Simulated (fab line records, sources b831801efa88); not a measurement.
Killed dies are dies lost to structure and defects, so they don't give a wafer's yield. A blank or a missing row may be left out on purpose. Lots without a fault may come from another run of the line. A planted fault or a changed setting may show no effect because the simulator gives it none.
One fault seen from 2 desks | flow sky130 | each desk has only its own numbers; what lay behind them comes last

THE TOOL OWNER'S DESK: pvd_sputter-03
The tool's own readings at SKY_METAL2_SPUTTER_00 (material Ti, target thk 15 nm, time 10 s): means of the sampled wafers that have a number, for each lot that ran on this tool. A lot is out of limits, marked OUT, if its mean lies more than 4 standard deviations from the usual mean; the brackets give that distance.
Columns: A = throttle_valve_pct at SKY_METAL2_SPUTTER_00, usual 29.8 %
lot  | first seen here | A
L319 | day 35 17:25    | 30.1
L320 | day 36 03:15    | 29.8
L331 | day 39 04:08    | 29.9
L334 | day 40 18:56    | 30.7
This desk's finding: nothing out of limits on any of the 4 lots.

THE METROLOGY DESK
What the gauges read, lot by lot, whatever tool the lot ran on: means of the sampled wafers that have a number. A lot is out of limits, marked OUT, if its mean lies more than 4 standard deviations from the usual mean; the brackets give that distance.
Columns: A = VIA1_OVL at SKY_VIA1_OVL_MEAS_13, usual 0 nm; B = VIA1_W_RS at SKY_VIA1_RS_MEAS_22, usual 0.423 ohm/sq; C = VIA1_W_THK at SKY_VIA1_THK_MEAS_23, usual 266 nm
lot  | first seen here | A  | B     | C
L319 | day 35 16:04    | 2  | 0.424 | 263
L320 | day 36 01:54    | -2 | 0.423 | 266
L326 | day 37 23:02    | 2  | 0.428 | 263
L330 | day 39 00:59    | 2  | 0.427 | 264
L331 | day 39 02:48    | -0 | 0.413 | 275
L334 | day 40 17:37    | -7 | 0.426 | 262
This desk's finding: nothing out of limits on any of the 6 lots.

PUT TOGETHER
The tool owner's desk saw nothing out of limits.
The metrology desk saw nothing out of limits.

WHAT THE SIMULATOR HAD PUT IN
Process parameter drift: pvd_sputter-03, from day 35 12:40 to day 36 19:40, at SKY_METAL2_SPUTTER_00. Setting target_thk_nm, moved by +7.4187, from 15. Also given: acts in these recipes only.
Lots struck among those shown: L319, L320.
